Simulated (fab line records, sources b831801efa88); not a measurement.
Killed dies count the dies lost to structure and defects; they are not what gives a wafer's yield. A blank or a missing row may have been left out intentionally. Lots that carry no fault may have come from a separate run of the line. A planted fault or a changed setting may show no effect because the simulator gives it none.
Chamber matching	flow sfq_line	SFQ_TRILAYER_L0_VIA_ETCH_VIA_ETCH_016 on rie_diel-01: 4 sister chambers
The step etches SiO2 in CHF3, stops on MoNx KI, target depth 80 nm. 14 wafers are shown with their chamber, then 7 later ones without.

## WAFERS PAIRED WITH THEIR CHAMBERS
wafer	chamber	drypump_motor_current_A (A)	chamber_pressure_mTorr (mTorr)	bias_w (W)
L293.3	3	5.1	29.992	79.95
L293.5	3	5.1	30.011	80.01
L293.6	2	5.1	30.021	80.21
L297.2	1	5.1	30.019	80.03
L297.3	3	5.1	30.000	79.80
L297.6	3	5.2	30.017	79.91
L308.2	3	5.2	29.984	80.11
L308.4	1	5.1	29.969	80.34
L308.5	1	5.0	30.010	79.84
L310.1	0	5.8	29.993	79.76
L310.2	1	5.0	30.005	80.03
L310.6	2	5.1	30.043	79.94
L311.2	3	5.1	29.990	80.13
L311.3	1	5.1	29.984	80.39

SIGNATURES, as means of the wafers listed above
reading	chamber 0	chamber 1	chamber 2	chamber 3	scatter within a chamber
drypump_motor_current_A	5.800	5.060	5.100	5.133	0.0503
chamber_pressure_mTorr	29.99300	29.99740	30.03200	29.99900	0.0165
bias_w	79.7600	80.1260	80.0750	79.9850	0.182
Rule: for each reading, subtract the chamber's mean from the wafer's reading, divide by that reading's scatter and square the result; add these up over the readings and take the root, which gives the wafer's distance from the chamber. The wafer belongs to the nearest chamber; if the next one is less than 2 further off, it can't be placed. The scatter is the square root of a quotient: the sum, over the shown wafers, of each reading's squared deviation from its chamber's mean, divided by wafers minus chambers.

## WAFERS MISSING THEIR CHAMBER
wafer	drypump_motor_current_A (A)	chamber_pressure_mTorr (mTorr)	bias_w (W)
L311.6	5.1	30.041	79.77
L312.1	5.1	29.975	80.19
L312.2	5.1	29.993	80.45
L312.3	5.8	29.959	80.09
L313.4	5.1	29.995	79.97
L313.5	5.8	30.013	79.90
L313.6	5.1	29.966	79.54

## WHICH CHAMBER EACH WENT THROUGH
wafer	from the rows above	in truth
L311.6	can't be placed: 2 or 3 or 1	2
L312.1	can't be placed: 1 or 3 or 2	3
L312.2	can't be placed: 1 or 3 or 2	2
L312.3	0	0
L313.4	can't be placed: 3 or 1 or 2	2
L313.5	0	0
L313.6	can't be placed: 3 or 1 or 2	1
2 of 7 placed correctly. Not placeable from these rows: 5 (in 5, the candidates include the true chamber). Number placed wrongly: 0.
